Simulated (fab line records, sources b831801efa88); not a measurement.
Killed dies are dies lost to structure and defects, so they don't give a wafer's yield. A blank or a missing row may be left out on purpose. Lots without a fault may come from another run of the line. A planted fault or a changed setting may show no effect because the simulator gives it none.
Which tool did it? | flow sfq_line | 14 lots, 42 wafers sampled, at 5 steps of a route of 325

WHAT THE GAUGES READ, wafer by wafer
SFQ_M3_RS_MEAS_919: measures by four-point-probe. Usual: M3_NB_RS 0.886 ohm/sq, standard deviation 0.0079.
lot  | measured     | on            | M3_NB_RS (ohm/sq) | flag
L503 | day 32 22:09 | film_metro-02 | 0.885 0.870 0.888 |
L504 | day 32 23:21 | film_metro-04 | 0.878 0.885 0.880 |
L505 | day 33 04:09 | film_metro-01 | 0.887 0.895 0.888 |
L506 | day 33 14:45 | film_metro-02 | 0.886 0.877 0.884 |
L507 | day 35 07:44 | film_metro-01 | 0.868 0.877 0.884 |
L508 | day 35 13:47 | film_metro-02 | 0.887 0.882 0.882 |
L510 | day 36 00:35 | film_metro-01 | 0.882 0.884 0.878 |
L511 | day 36 16:34 | film_metro-04 | 0.882 0.880 0.878 |
L512 | day 42 16:15 | film_metro-01 | 0.891 0.886 0.884 |
L513 | day 43 00:38 | film_metro-01 | 0.893 0.902 0.892 |
L514 | day 43 12:43 | film_metro-01 | 0.887 0.881 0.888 |
L515 | day 43 23:18 | film_metro-04 | 0.888 0.895 0.893 |
L518 | day 45 13:44 | film_metro-01 | 0.890 0.884 0.886 |
L521 | day 45 22:06 | film_metro-04 | 0.886 0.882 0.890 |

WHICH TOOL RAN EACH LOT (tool, then ch and the chambers of the sampled wafers, then the start)
lot  | SFQ_TRILAYER_L0_CAP_PECVD_011  | SFQ_TRILAYER_L0_VIA_ETCH_VIA_ETCH_016 | SFQ_TRILAYER_I2_VIA_BARC_OPEN_VIA_ETCH_096 | SFQ_TRILAYER_I2_VIA_STRIP_STRIP_071
L503 | pecvd-03 ch 1,2, day 4 10:08   | rie_diel-01 ch 0,1,3, day 7 17:14     | rie_diel-01 ch 0,2,3, day 32 21:05         | rie_metal-03 ch 0,1, day 32 21:14
L504 | pecvd-01 ch 0,2, day 4 17:59   | rie_diel-04 ch 0,2,3, day 8 01:38     | rie_diel-04 ch 1,2,3, day 32 22:17         | rie_metal-02 ch 1, day 32 22:26
L505 | pecvd-03 ch 0,1,2, day 5 04:17 | rie_diel-02 ch 1,2,3, day 8 12:26     | rie_diel-04 ch 0,3, day 33 03:05           | rie_metal-03 ch 0,1, day 33 03:14
L506 | pecvd-04 ch 0,2, day 5 06:55   | rie_diel-01 ch 0,1, day 8 17:14       | rie_diel-03 ch 0,2,3, day 33 13:41         | rie_metal-03 ch 0,1, day 33 13:50
L507 | pecvd-04 ch 0,1,2, day 5 11:44 | rie_diel-04 ch 0,1, day 9 06:49       | rie_diel-01 ch 0,1,2, day 35 06:41         | rie_metal-01 ch 0,1, day 35 06:50
L508 | pecvd-03 ch 1,2, day 5 17:29   | rie_diel-04 ch 0,3, day 9 15:13       | rie_diel-04 ch 0,1,3, day 35 12:43         | rie_metal-03 ch 0,1, day 35 12:52
L510 | pecvd-03 ch 0,1,2, day 6 05:29 | rie_diel-01 ch 2,3, day 10 10:26      | rie_diel-01 ch 0,1,3, day 35 23:31         | rie_metal-01 ch 0, day 35 23:40
L511 | pecvd-03 ch 0,1, day 6 11:29   | rie_diel-02 ch 0,2,3, day 10 15:14    | rie_diel-01 ch 0,1,3, day 36 15:30         | rie_metal-01 ch 0,1, day 36 15:39
L512 | pecvd-01 ch 1,2, day 6 18:41   | rie_diel-02 ch 0,3, day 11 00:50      | rie_diel-01 ch 1,2,3, day 42 15:11         | rie_metal-03 ch 0,1, day 42 15:20
L513 | pecvd-04 ch 0,1,2, day 7 00:48 | rie_diel-02 ch 0,2,3, day 11 04:35    | rie_diel-04 ch 1,2,3, day 42 23:35         | rie_metal-01 ch 0,1, day 42 23:44
L514 | pecvd-01 ch 0,1,2, day 7 05:37 | rie_diel-01 ch 0,1, day 11 09:14      | rie_diel-04 ch 0,3, day 43 11:35           | rie_metal-03 ch 0,1, day 43 11:56
L515 | pecvd-04 ch 0,2, day 7 10:51   | rie_diel-04 ch 1,2, day 11 16:26      | rie_diel-01 ch 1,2, day 43 22:14           | rie_metal-02 ch 0,1, day 43 22:23
L518 | pecvd-01 ch 1,2, day 8 01:15   | rie_diel-02 ch 1,3, day 12 12:50      | rie_diel-04 ch 0,1, day 45 12:38           | rie_metal-01 ch 0,1, day 45 12:59
L521 | pecvd-01 ch 1,2, day 8 16:52   | rie_diel-02 ch 0,1, day 13 05:13      | rie_diel-01 ch 0,2, day 45 21:02           | rie_metal-02 ch 0,1, day 45 21:11
- SFQ_TRILAYER_L0_CAP_PECVD_011: deposits SiO2 from SiH4/N2O, time 13.333 s, target thk 60 nm.
- SFQ_TRILAYER_L0_VIA_ETCH_VIA_ETCH_016: etches SiO2 in CHF3, stops on MoNx KI, target depth 80 nm.
- SFQ_TRILAYER_I2_VIA_BARC_OPEN_VIA_ETCH_096: etches BARC in O2, target depth 125 nm, time 41.7 s.
- SFQ_TRILAYER_I2_VIA_STRIP_STRIP_071: strips in O2.

WHAT THE TOOLS THEMSELVES READ (means of the sampled wafers that have a number; where no wafer has one, the mark that the record gives instead)
SFQ_TRILAYER_L0_CAP_PECVD_011. Usual: chamber_pressure_Torr 2.400 Torr, standard deviation 0.0053; heater_power_w 82 W, standard deviation 13; throttle_valve_pct 24.4 %, standard deviation 1.4.
lot  | tool     | chamber_pressure_Torr (Torr) | heater_power_w (W) | throttle_valve_pct (%) | flag
L503 | pecvd-03 | 2.402                        | 68                 | 23.6                   |
L504 | pecvd-01 | 2.401                        | 83                 | 26.0                   |
L505 | pecvd-03 | 2.398                        | 68                 | 23.6                   |
L506 | pecvd-04 | 2.398                        | 91                 | 24.0                   |
L507 | pecvd-04 | 2.396                        | 92                 | 23.7                   |
L508 | pecvd-03 | 2.394                        | 65                 | 23.7                   |
L510 | pecvd-03 | 2.408                        | 72                 | 23.5                   |
L511 | pecvd-03 | 2.400                        | 77                 | 24.2                   |
L512 | pecvd-01 | 2.397                        | 79                 | 26.3                   |
L513 | pecvd-04 | 2.402                        | 90                 | 23.7                   |
L514 | pecvd-01 | 2.397                        | 92                 | 25.9                   |
L515 | pecvd-04 | 2.404                        | 90                 | 24.2                   |
L518 | pecvd-01 | 2.401                        | 78                 | 26.1                   |
L521 | pecvd-01 | 2.400                        | 86                 | 26.3                   |

SFQ_TRILAYER_L0_VIA_ETCH_VIA_ETCH_016. Usual: bias_w 79.98 W, standard deviation 0.23; drypump_motor_current_A 5.7 A, standard deviation 0.53; oes_product_au 0.843 a.u., standard deviation 0.0072.
lot  | tool        | bias_w (W) | drypump_motor_current_A (A) | oes_product_au (a.u.) | flag
L503 | rie_diel-01 | 80.03      | 6.3                         | 0.835                 |
L504 | rie_diel-04 | 80.10      | 5.4                         | 0.844                 |
L505 | rie_diel-02 | 80.04      | 5.6                         | 0.845                 |
L506 | rie_diel-01 | 79.98      | 6.5                         | 0.844                 |
L507 | rie_diel-04 | 80.06      | 5.4                         | 0.838                 |
L508 | rie_diel-04 | 79.80      | 5.8                         | 0.845                 |
L510 | rie_diel-01 | 79.72      | 5.8                         | 0.846                 |
L511 | rie_diel-02 | 79.95      | 5.5                         | 0.852                 |
L512 | rie_diel-02 | 79.96      | 5.2                         | 0.838                 |
L513 | rie_diel-02 | 80.19      | 5.5                         | 0.838                 |
L514 | rie_diel-01 | 80.22      | 6.5                         | 0.852                 |
L515 | rie_diel-04 | 79.81      | 5.4                         | 0.837                 |
L518 | rie_diel-02 | 79.81      | 5.3                         | 0.820                 | OFF
L521 | rie_diel-02 | 80.02      | 5.4                         | 0.796                 | OFF

SFQ_TRILAYER_I2_VIA_BARC_OPEN_VIA_ETCH_096. Usual: bias_w 79.98 W, standard deviation 0.28; drypump_motor_current_A 5.8 A, standard deviation 0.53; oes_product_au 0.685 a.u., standard deviation 0.0047.
lot  | tool        | bias_w (W) | drypump_motor_current_A (A) | oes_product_au (a.u.) | flag
L503 | rie_diel-01 | 79.96      | 6.1                         | 0.685                 |
L504 | rie_diel-04 | 80.08      | 5.6                         | 0.681                 |
L505 | rie_diel-04 | 79.56      | 5.9                         | 0.681                 |
L506 | rie_diel-03 | 79.96      | 5.5                         | 0.689                 |
L507 | rie_diel-01 | 79.79      | 6.1                         | 0.682                 |
L508 | rie_diel-04 | 79.92      | 5.6                         | 0.684                 |
L510 | rie_diel-01 | 79.95      | 6.3                         | 0.682                 |
L511 | rie_diel-01 | 79.59      | 6.2                         | 0.689                 |
L512 | rie_diel-01 | 80.07      | 5.9                         | 0.688                 |
L513 | rie_diel-04 | 80.21      | 5.6                         | 0.686                 |
L514 | rie_diel-04 | 80.14      | 5.8                         | 0.686                 |
L515 | rie_diel-01 | 80.32      | 6.0                         | 0.685                 |
L518 | rie_diel-04 | 79.45      | 5.4                         | 0.691                 |
L521 | rie_diel-01 | 80.06      | 6.0                         | 0.686                 |

SFQ_TRILAYER_I2_VIA_STRIP_STRIP_071. Usual: drypump_motor_current_A 6.0 A, standard deviation 0.45; oes_product_au 1.001 a.u., standard deviation 0.01.
lot  | tool         | drypump_motor_current_A (A) | oes_product_au (a.u.) | flag
L503 | rie_metal-03 | 5.9                         | 1.002                 |
L504 | rie_metal-02 | 6.3                         | 0.997                 |
L505 | rie_metal-03 | 5.7                         | 1.009                 |
L506 | rie_metal-03 | 5.7                         | 1.003                 |
L507 | rie_metal-01 | 5.6                         | 1.000                 |
L508 | rie_metal-03 | 5.9                         | 0.990                 |
L510 | rie_metal-01 | 5.3                         | 0.990                 |
L511 | rie_metal-01 | 6.0                         | 1.001                 |
L512 | rie_metal-03 | 5.9                         | 0.999                 |
L513 | rie_metal-01 | 5.6                         | 0.992                 |
L514 | rie_metal-03 | 5.9                         | 0.985                 |
L515 | rie_metal-02 | 6.5                         | 1.001                 |
L518 | rie_metal-01 | 6.0                         | 0.999                 |
L521 | rie_metal-02 | 6.4                         | 0.992                 |

THE ANSWER, worked out from the rows above alone
Rule: a lot is off if the mean of its wafers that have a number lies more than 3 standard deviations from the usual mean. A lot without any number at a reading at which 4 lots or more have one is off too. The other lots that the step has rows for count as sound. The gauges are gone through in route order, then the tools' own readings, and for those a lot's mean is taken as printed above. The first step at which some lot is off is used, and at that step the reading that is off furthest; a lot without a number counts as furthest.
Off: L518, L521, at SFQ_TRILAYER_L0_VIA_ETCH_VIA_ETCH_016 (oes_product_au).
A tool fits if, at that step or a process step before it, it ran every lot that is off, and no sound lot after the first of them. Can't be told from this: 2 tools fit, pecvd-01 at SFQ_TRILAYER_L0_CAP_PECVD_011, rie_diel-02 at SFQ_TRILAYER_L0_VIA_ETCH_VIA_ETCH_016.

WHAT THE SIMULATOR HAD PUT IN
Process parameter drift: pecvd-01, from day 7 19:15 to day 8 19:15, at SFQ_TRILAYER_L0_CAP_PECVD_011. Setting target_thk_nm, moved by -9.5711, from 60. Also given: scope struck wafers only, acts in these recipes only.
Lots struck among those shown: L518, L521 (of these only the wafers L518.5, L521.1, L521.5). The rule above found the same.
